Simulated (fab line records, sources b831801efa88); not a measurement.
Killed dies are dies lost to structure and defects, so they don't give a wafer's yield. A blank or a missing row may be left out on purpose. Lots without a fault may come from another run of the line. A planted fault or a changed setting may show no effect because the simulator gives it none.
fab line records | flow sky130
record lots=5 wafers=14 last_day=50
route steps=708 shown METAL2@495 VIA2@507 PAD_OPEN@708
lots that met no fault: from a run of the same line without faults
start_h: hours from the record's first day to the start of the lot's first wafer shown | wait_h: hours since the lot's step before | " the same as in the row above | L1.1+2: a row that stands for several wafers | - no value, or no start given | * or withheld: withheld | < > ~ a bound
route shown NAME@n: a module of which the file shows steps, and the number in the route of the first | usual: mean/standard deviation of fault-free wafers | same: alike in all rows | chamber/n: place in a boat | sites: the reading at each site | _std_site: their standard deviation | _edge_site: outer sites' mean less inner sites' | radius_mm: how far each site lies from the wafer's centre | mask NAME#n: copy n | behind: the tool/chamber that last shaped the wafer | hold: why the lot was held/for how many hours/how that ended | device: the transistor (n, p or np) that didn't switch | end of line: the same wafers' tests at the end of the route | a step without rows: its recipe alone | killed: dies lost to structure and defects at the first sort, not the wafer's yield | map: a wafer's dies, x killed, . not, _ none there
set.NAME: the setting as run; set.NAME@STEP: as run at that earlier step | model.NAME: the simulator's own value behind a step, which no gauge read
lots at some steps of the route; a table a step, a row a wafer
services: from which hour (start_h, from the record's first day; less than 0 if before it) a tool's chamber was out of use, for how many hours, and why
## steps
# step SKY_METAL2_EXPOSE_12
# recipe mask_id=MM2 na=0.8 source_shape=annular sigma_inner=0.55 sigma_outer=0.85 target_cd_nm=140 dose_mj=28
# step SKY_METAL2_PEB_13
# recipe peb_temp_c=withheld peb_time_s=withheld resist=KrF-thick
# step SKY_METAL2_DEVELOP_14
# recipe develop_time_s=60 resist=KrF-thick dev_temp_c=21
# step SKY_METAL2_CD_MEAS_15
# recipe target_cd_nm=140
# usual cd_nm=140.0/1.4
# columns lot.wafer tool chamber start_h wait_h cd_nm
L519.1 cd_sem-01 - 846.16 - 140.2
L519.2 " - " " 140.3
L519.4 " - " " 140.4
L521.1 cd_sem-02 - 853.60 - 139.8
L521.3 " - " " 139.6
L521.4 " - " " 139.4
L531.2 cd_sem-01 - 926.12 - 139.7
L531.6 " - " " 138.4
L536.1 cd_sem-02 - 950.61 - 139.9
L536.2 " - " " 140.4
L536.4 " - " " 138.9
L541.1 cd_sem-02 - 984.30 - 138.0
L541.5 " - " " 139.8
L541.6 " - " " 139.6
# step SKY_METAL2_OVL_MEAS_16
# usual METAL2_OVL=0/5.1
# columns lot.wafer tool chamber start_h wait_h METAL2_OVL[nm]
L519.1 overlay-01 - 846.28 0.1 4
L519.2 " - " " -4
L519.4 " - " " -5
L521.1 overlay-02 - 853.72 0.1 1
L521.3 " - " " -2
L521.4 " - " " 0
L531.2 overlay-01 - 926.22 0.1 -4
L531.6 " - " " -3
L536.1 overlay-02 - 950.73 0.1 3
L536.2 " - " " 5
L536.4 " - " " 1
L541.1 overlay-01 - 984.42 0.1 6
L541.5 " - " " 8
L541.6 " - " " 3
# step SKY_METAL2_DESCUM_17
# recipe chemistry=O2 source_power_w=150 bias_power_w=0 pressure_mtorr=10 temp_c=40 time_s=8
# usual drypump_motor_current_A=5.7/0.54 oes_product_au=0.999/0.016 rf_fwd_power_W=146.8/0.65
# columns lot.wafer tool chamber start_h wait_h drypump_motor_current_A oes_product_au rf_fwd_power_W rf_hours_counter_h
L519.1 rie_metal-04 0 846.32 0.0 5.7 1.001 146.8 16
L519.2 " 1 " " 5.8 1.017 146.2 13
L519.4 " 0 " " 5.7 0.996 145.9 -
L521.1 rie_metal-02 1 853.75 0.0 5.7 0.983 146.5 10
L521.3 " 1 " " 5.7 0.986 147.7 -
L521.4 " 0 " " 4.8 0.997 147.2 -
L531.2 rie_metal-01 0 926.25 0.0 5.5 1.031 147.4 6
L531.6 " 1 " " 6.6 0.997 146.1 -
L536.1 rie_metal-01 0 950.77 0.0 5.5 1.026 146.8 7
L536.2 " 1 " " 6.6 1.004 146.7 2
L536.4 " 1 " " 6.6 1.001 147.7 -
L541.1 rie_metal-02 1 984.45 0.0 5.7 0.976 147.1 18
L541.5 " 1 " " 5.7 0.986 146.6 -
L541.6 " 1 " " 5.7 0.975 146.8 -
# step SKY_METAL2_ETCH_18
# recipe chemistry=N2/H2 target=BARC ion_energy_ev=200 bias_w=100 pressure_mtorr=30 n2_flow_sccm=100 h2_flow_sccm=200 icp_w=500 stop_on=SiO2 time_s=45.9 target_depth_a=600
# usual drypump_motor_current_A=5.7/0.53 oes_product_au=0.854/0.0046 rf_fwd_power_W=494.3/2 throttle_valve_pct=13.226/0.0093
# columns lot.wafer tool chamber start_h wait_h drypump_motor_current_A oes_product_au rf_fwd_power_W rf_hours_counter_h throttle_valve_pct
L519.1 rie_metal-04 0 846.35 0.0 5.7 0.860 494.2 16 13.231
L519.2 " 1 " " 5.8 0.857 491.2 13 13.235
L519.4 " 0 " " 5.7 0.854 492.2 - 13.214
L521.1 rie_metal-02 1 853.79 0.0 5.8 0.852 497.4 10 13.231
L521.3 " 1 " " 5.7 0.856 496.4 - 13.222
L521.4 " 0 " " 4.8 0.854 494.9 - 13.229
L531.2 rie_metal-01 0 926.29 0.0 5.4 0.855 492.4 6 13.218
L531.6 " 1 " " 6.6 0.862 495.9 - 13.250
L536.1 rie_metal-01 0 950.80 0.0 5.5 0.858 493.6 7 13.219
L536.2 " 1 " " 6.6 0.855 492.8 2 13.234
L536.4 " 1 " " 6.6 0.853 490.6 - 13.233
L541.1 rie_metal-02 1 984.52 0.1 5.8 0.858 495.8 18 13.220
L541.5 " 1 " " 5.8 0.847 492.6 - 13.206
L541.6 " 1 " " 5.8 0.854 496.2 - 13.225
# step SKY_METAL2_METAL_ETCH_19
# recipe target_depth_a=3600 stop_on=SiO2 over_etch_frac=0.3 time_s=78 chemistry=Cl2/BCl3 resist_sidewall_deg=88 pressure_mtorr=10 icp_w=900 bias_w=48.5 Cl2_flow_sccm=60 bcl3_flow_sccm=30
# usual drypump_motor_current_A=5.7/0.53 oes_product_au=0.855/0.0061 rf_fwd_power_W=893/3.2 throttle_valve_pct=22.264/0.0092
# columns lot.wafer tool chamber start_h wait_h drypump_motor_current_A oes_product_au rf_fwd_power_W rf_hours_counter_h throttle_valve_pct
L519.1 rie_metal-04 0 846.41 0.0 5.7 0.853 891 16 22.279
L519.2 " 1 " " 5.8 0.851 891 13 22.263
L519.4 " 0 " " 5.7 0.863 890 - 22.265
L521.1 rie_metal-02 1 853.87 0.1 5.7 0.853 895 10 22.277
L521.3 " 1 " " 5.7 0.854 893 - 22.257
L521.4 " 1 " " 5.7 0.849 896 - 22.290
L531.2 rie_metal-01 0 926.35 0.0 5.5 0.855 890 6 22.267
L531.6 " 1 " " 6.6 0.853 894 - 22.267
L536.1 rie_metal-01 0 950.86 0.0 5.4 0.846 895 7 22.269
L536.2 " 1 " " 6.6 0.853 891 2 22.266
L536.4 " 1 " " 6.6 0.864 892 - 22.258
L541.1 rie_metal-02 1 984.64 0.1 5.7 0.852 895 18 22.265
L541.5 " 1 " " 5.7 0.855 890 - 22.265
L541.6 " 1 " " 5.7 0.858 889 - 22.267
# step SKY_METAL2_STRIP_20
# recipe chemistry=O2/N2 power_w=1400 pressure_mtorr=1500 platen_temp_c=withheld o2_flow_sccm=3000 n2_flow_sccm=300 overash_fraction=0.5
# usual drypump_motor_current_A=5.8/0.31 oes_product_au=0.344/0.0055 strip_time_to_endpoint_s=2.70/0.082
# columns lot.wafer tool chamber start_h wait_h drypump_motor_current_A oes_product_au rf_hours_counter_h strip_time_to_endpoint_s
L519.1 plasma_asher-04 1 846.50 0.1 6.3 0.339 103 2.66
L519.2 " 0 " " 5.8 0.342 103 2.65
L519.4 " 1 " " 6.4 0.338 - 2.64
L521.1 plasma_asher-02 0 854.05 0.1 5.8 0.349 11 2.77
L521.3 " 1 " " 5.8 0.352 - 2.78
L521.4 " 0 " " 5.8 0.346 - 2.76
L531.2 plasma_asher-01 1 926.44 0.1 5.4 0.343 52 2.60
L531.6 " 0 " " 5.4 0.340 - 2.71
L536.1 plasma_asher-04 0 950.95 0.1 5.8 0.341 114 2.61
L536.2 " 1 " " 6.4 0.342 114 2.69
L536.4 " 1 " " 6.4 0.338 - 2.71
L541.1 plasma_asher-01 1 984.82 0.1 5.4 0.345 57 2.77
L541.5 " 1 " " 5.4 0.342 - 2.79
L541.6 " 0 " " 5.5 0.342 - 2.82
# step SKY_METAL2_STRIP_21
# recipe chemistry=post_etch_residue_remover time_s=1200 temp_c=72.5
# step SKY_METAL2_CLEAN_22
# recipe chemistry=IPA time_s=180 temp_c=25
# step SKY_METAL2_CLEAN_23
# recipe chemistry=O3/DIW dry=n2_spin
# step SKY_VIA2_HDPCVD_00
# recipe material=SiO2 target_thk_nm=1180 sigma_open_frac=0.3 time_s=196.7 temp_c=400 sih4_flow_sccm=60 pressure_mtorr=6
# usual run_length_s=224.7/0.55
# columns lot.wafer tool chamber start_h wait_h run_length_s model.SiO2_of_VIA2_HDPCVD_00.thk_nm
L519.1 hdpcvd-02 2 847.19 0.0 225.9 1178
L519.2 " 0 " " 224.0 1181
L519.4 " 1 " " 225.2 1175
L521.1 hdpcvd-01 1 854.70 0.0 223.8 1190
L521.3 " 2 " " 224.0 1188
L521.4 " 1 " " 224.4 1180
L531.2 hdpcvd-01 1 927.10 0.0 223.9 1184
L531.6 " 0 " " 237.2 1238
L536.1 hdpcvd-02 1 951.54 0.0 224.8 1169
L536.2 " 2 " " 225.2 1165
L536.4 " 0 " " 224.3 1163
L541.1 hdpcvd-02 0 985.45 0.0 224.3 1157
L541.5 " 2 " " 225.5 1159
L541.6 " 0 " " 224.5 1170
# step SKY_VIA2_THK_MEAS_01
# recipe reads=SiO2_of_VIA2_HDPCVD_00
# usual VIA2_HDPCVD_THK=1176/12
# columns lot.wafer tool chamber start_h wait_h hold VIA2_HDPCVD_THK[nm]
L519.1 film_metro-04 - 847.32 0.1 - 1178
L519.2 " - " " - 1181
L519.4 " - " " - 1174
L521.1 film_metro-04 - 854.83 0.1 - 1189
L521.3 " - " " - 1188
L521.4 " - " " - 1180
L531.2 film_metro-04 - 927.24 0.1 await_dispo/0.2h/release 1183
L531.6 " - " " await_dispo/0.2h/release 1237
L531.2 film_metro-04 - 927.47 0.2 - 1184
L531.6 " - " " - 1238
L536.1 film_metro-02 - 951.67 0.1 - 1169
L536.2 " - " " - 1165
L536.4 " - " " - 1163
L541.1 film_metro-04 - 985.57 0.1 - 1158
L541.5 " - " " - 1159
L541.6 " - " " - 1169
# step SKY_VIA2_CMP_02
# recipe material=SiO2 down_force_psi=4 platen_rpm=60 pad_velocity_m_s=0.94248
# usual motor_current_A=11.9/1.1
# columns lot.wafer tool chamber start_h wait_h hold motor_current_A
L519.2 cmp-02 1 847.47 0.1 - 14.2
L519.4 " 2 " " - 9.5
L519.1 " 3 " " - 11.6
L521.4 cmp-02 1 854.89 0.0 - 13.8
L521.1 " 2 " " - 10.1
L521.3 " 3 " " - 11.0
L531.2 cmp-01 2 928.49 1.0 await_dispo/0.9h/release 11.9
L531.6 " 0 " " await_dispo/0.9h/release 12.1
L536.4 cmp-01 2 951.78 0.1 - 11.7
L536.2 " 3 " " - 12.2
L536.1 " 0 " " - 12.5
L541.1 cmp-02 0 985.63 0.1 - 12.7
L541.6 " 0 " " - 12.5
L541.5 " 1 " " - 13.9
# step SKY_PAD_OPEN_PROBE_99
# usual defect_limited_yield=82.5/1.9 killed_at_M0_to_M3=43/6.8 killed_at_M4_up=3.0/1.6 killed_at_contacts=25/6 killed_at_front_end=15/4.4 killed_at_other=0.3/0.52 killed_dies=86/9.6 killed_open=47/6.7 killed_short=39/6.8 sort_bin_3_pad_short=0.9/0.43 sort_bin_5_function=10.3/1.5 sort_bin_6_memory=6.3/1.1 sort_n_pass=406/9.6 sort_yield_pct=82.5/1.9
# same gross_dies=492 killed_at_back_side=0 sort_bin_4_leakage[%]=0 sort_bin_8_speed[%]=0
# columns lot.wafer tool chamber start_h wait_h hold defect_limited_yield[%] killed_at_M0_to_M3 killed_at_M4_up killed_at_contacts killed_at_front_end killed_at_other killed_dies killed_open killed_short sort_bin_3_pad_short[%] sort_bin_5_function[%] sort_bin_6_memory[%] sort_n_pass sort_yield_pct[%]
L519.1 prober-01 - 1096.65 0.1 - 83.3 40 3 27 12 0 82 50 32 0.6 10.2 5.9 410 83.3
L519.2 prober-01 - 1096.70 0.1 - 82.3 45 0 23 19 0 87 45 41 1.0 11.6 5.1 405 82.3
L519.4 prober-01 - 1096.80 0.2 - 81.5 42 3 29 17 0 91 48 43 0.2 11.0 7.3 401 81.5
L521.1 prober-01 - 1102.13 0.1 - 85.0 48 3 14 8 1 74 34 40 0.6 8.1 6.3 418 85.0
L521.3 prober-01 - 1102.23 0.2 - 83.9 42 3 20 14 0 79 45 33 1.0 10.6 4.5 413 83.9
L521.4 prober-01 - 1102.28 0.2 - 82.3 46 3 20 18 0 87 53 34 0.6 11.4 5.7 405 82.3
L531.2 prober-01 - 1158.35 0.1 await_dispo/4.3h/release 80.5 46 4 31 15 0 96 52 44 0.8 10.8 7.9 396 80.5
L531.6 prober-01 - 1158.55 0.2 await_dispo/4.3h/release 82.9 42 3 24 15 0 84 44 40 0.6 8.3 8.1 408 82.9
L536.1 prober-02 - 1176.82 0.1 - 83.1 49 4 21 9 0 83 42 41 1.0 8.9 6.9 409 83.1
L536.2 prober-02 - 1176.87 0.1 - 82.5 38 2 29 16 1 86 45 40 0.8 10.6 6.1 406 82.5
L536.4 prober-02 - 1176.97 0.2 - 79.5 44 6 30 20 1 101 63 38 0.6 11.4 8.5 391 79.5
# killed by level:class
L519.1 VIA1:geometric_particle:open=12 CONTACT:geometric_particle:open=12 LI_CONTACT:geometric_particle:open=6 POLY_GATE:geometric_particle:open=5 METAL1:geometric_particle:short=5 CONTACT:geometric_particle:short=4 VIA1:geometric_particle:short=4 VIA2:geometric_particle:short=3
L519.2 CONTACT:geometric_particle:open=10 VIA1:geometric_particle:open=7 METAL2:geometric_particle:short=7 VIA3:geometric_particle:open=7 FIELD_ISO:geometric_particle:short=5 POLY_GATE:geometric_particle:open=5 LOCAL_INTERCONNECT:geometric_particle:short=4 METAL1:geometric_particle:short=4
L519.4 CONTACT:geometric_particle:open=12 VIA3:geometric_particle:open=9 METAL2:geometric_particle:short=9 VIA1:geometric_particle:open=8 CONTACT:geometric_particle:short=6 VIA2:geometric_particle:open=6 FIELD_ISO:geometric_particle:open=4 POLY_GATE:geometric_particle:short=4
L521.1 VIA3:geometric_particle:open=8 VIA2:geometric_particle:open=7 LI_CONTACT:geometric_particle:open=6 METAL2:geometric_particle:short=6 VIA3:geometric_particle:short=6 VIA1:geometric_particle:open=5 VIA2:geometric_particle:short=5 CONTACT:geometric_particle:open=4
L521.3 VIA3:geometric_particle:open=10 LI_CONTACT:geometric_particle:open=8 VIA1:geometric_particle:open=8 CONTACT:geometric_particle:open=6 POLY_GATE:geometric_particle:open=5 VIA1:geometric_particle:short=5 METAL2:geometric_particle:short=4 VIA2:geometric_particle:short=4
L521.4 VIA1:geometric_particle:open=14 VIA3:geometric_particle:open=8 CONTACT:geometric_particle:open=7 VIA1:geometric_particle:short=7 POLY_GATE:geometric_particle:open=5 LI_CONTACT:geometric_particle:short=5 LI_CONTACT:geometric_particle:open=5 METAL1:geometric_particle:short=4
L531.2 CONTACT:geometric_particle:open=11 VIA3:geometric_particle:open=9 VIA1:geometric_particle:open=7 CONTACT:geometric_particle:short=7 POLY_GATE:geometric_particle:open=6 METAL3:geometric_particle:short=6 LI_CONTACT:geometric_particle:open=5 LOCAL_INTERCONNECT:geometric_particle:short=5
L531.6 VIA1:geometric_particle:open=11 CONTACT:geometric_particle:open=7 METAL2:geometric_particle:short=7 LOCAL_INTERCONNECT:geometric_particle:short=6 VIA2:geometric_particle:open=6 METAL1:geometric_particle:short=5 POLY_GATE:geometric_particle:short=4 LI_CONTACT:geometric_particle:open=4
L536.1 VIA1:geometric_particle:open=10 CONTACT:geometric_particle:open=6 VIA2:geometric_particle:open=6 METAL1:geometric_particle:short=5 METAL2:geometric_particle:short=5 VIA3:geometric_particle:open=5 VIA2:geometric_particle:short=4 CONTACT:geometric_particle:short=4
L536.2 VIA1:geometric_particle:open=10 LI_CONTACT:geometric_particle:open=9 CONTACT:geometric_particle:open=8 FIELD_ISO:geometric_particle:short=7 METAL2:geometric_particle:short=6 VIA3:geometric_particle:open=6 METAL1:geometric_particle:short=5 LOCAL_INTERCONNECT:geometric_particle:short=4
L536.4 CONTACT:geometric_particle:open=12 VIA1:geometric_particle:open=10 VIA2:geometric_particle:open=9 LI_CONTACT:geometric_particle:open=8 POLY_GATE:geometric_particle:open=6 VIA3:geometric_particle:open=6 LOCAL_INTERCONNECT:geometric_particle:short=5 METAL1:geometric_particle:short=5
# map L531.2 (x killed, . not)
__________......x.x._________
________.............._______
______....xx.x.....x..x._____
_____......x.x...........____
____...................x..___
___..x.....x.xx...........x__
__.......x........x.x......x_
_x.x....x..x.....x.........x.
_xx.......xx............x....
_.x..x...xx....x.............
_xx......x..x....xxx.........
_x.x....x...x..x.....x..xx...
_......xx............x....x..
_.............xxx........xx.x
_xxx.........xx...x.x.x.x....
__...........x.......x...xxx_
___.........x........x.xx..__
____...x....xx..x.........___
_____......x......x...x..____
______x.......xx.....xx._____
________....xx....x..x_______
__________..x.....x._________
# map L521.4 (x killed, . not)
__________..x.....x._________
________......x...xx.._______
______...........x.....x_____
_____................xx..____
____.x..........xx........___
___...............x..x.x..x__
__.....xxx.x................_
_x..x..x...........x.........
_.x.x......x..x...x...x......
_................xxx....x....
_................xx...x...x..
_..xx.....................xx.
_...................xxx...xx.
_..x.x..x..x.x.x.....x.xx...x
_x...x.....x......x...x......
__...x...xx.x.....x........._
___....x.x..........x.....x__
____.x........x...xx..x..x___
_____xx.........xx..x....____
______..x..............._____
________......xx......_______
__________.x.x......_________
## services
# columns tool chamber start_h hours kind
rie_metal-02 - 838.41 1.1 repair
cmp-01 - 842.70 25.6 repair
plasma_asher-01 - 859.76 8.6 pm
cmp-01 - 863.14 1.3 repair
cmp-01 - 868.30 3.6 pm
rie_metal-04 - 885.56 0.4 repair
plasma_asher-02 - 895.00 3.8 repair
cmp-02 - 904.36 15.7 pm
hdpcvd-02 - 906.37 14.6 pm
plasma_asher-02 - 910.70 5.7 repair
rie_metal-04 - 918.65 1.3 repair
cmp-02 - 920.02 6.2 pm
cmp-02 - 926.20 4.0 pm
cmp-01 - 932.08 3.0 repair
cmp-02 - 935.11 6.6 pm
rie_metal-02 - 937.76 2.8 pm
rie_metal-01 - 948.34 1.4 pm
hdpcvd-01 - 950.25 15.0 pm
plasma_asher-04 - 957.15 0.3 repair
rie_metal-02 0 962.56 - clean
rie_metal-02 0 962.56 23.4 scheduled_down
rie_metal-02 0 962.56 23.4 vent_cycle
hdpcvd-02 0 969.72 3.0 repair
plasma_asher-01 - 971.88 0.8 repair
## key
first_sign step=SKY_VIA2_HDPCVD_00 reading=run_length_s direction=up sigmas=23 usual=* struck=*
effect step=SKY_VIA2_THK_MEAS_01 reading=visit direction=added
effect step=SKY_VIA2_THK_MEAS_01 reading=VIA2_HDPCVD_THK direction=up sigmas=5.2 usual=1176 struck=1237
model_effect step=SKY_VIA2_HDPCVD_00 value=SiO2_of_VIA2_HDPCVD_00.thk_nm without=1166 struck=1238
met_at SKY_VIA2_HDPCVD_00
struck_wafers L531.6
onset_between 854.70 927.10
fault kind=process_parameter_drift tool=hdpcvd-01 chamber=- onset_h=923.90 steps=SKY_VIA2_HDPCVD_00 channel=time_s offset=* shape=step end_h=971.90 scope=struck_wafers_only acts_in=* stated=*
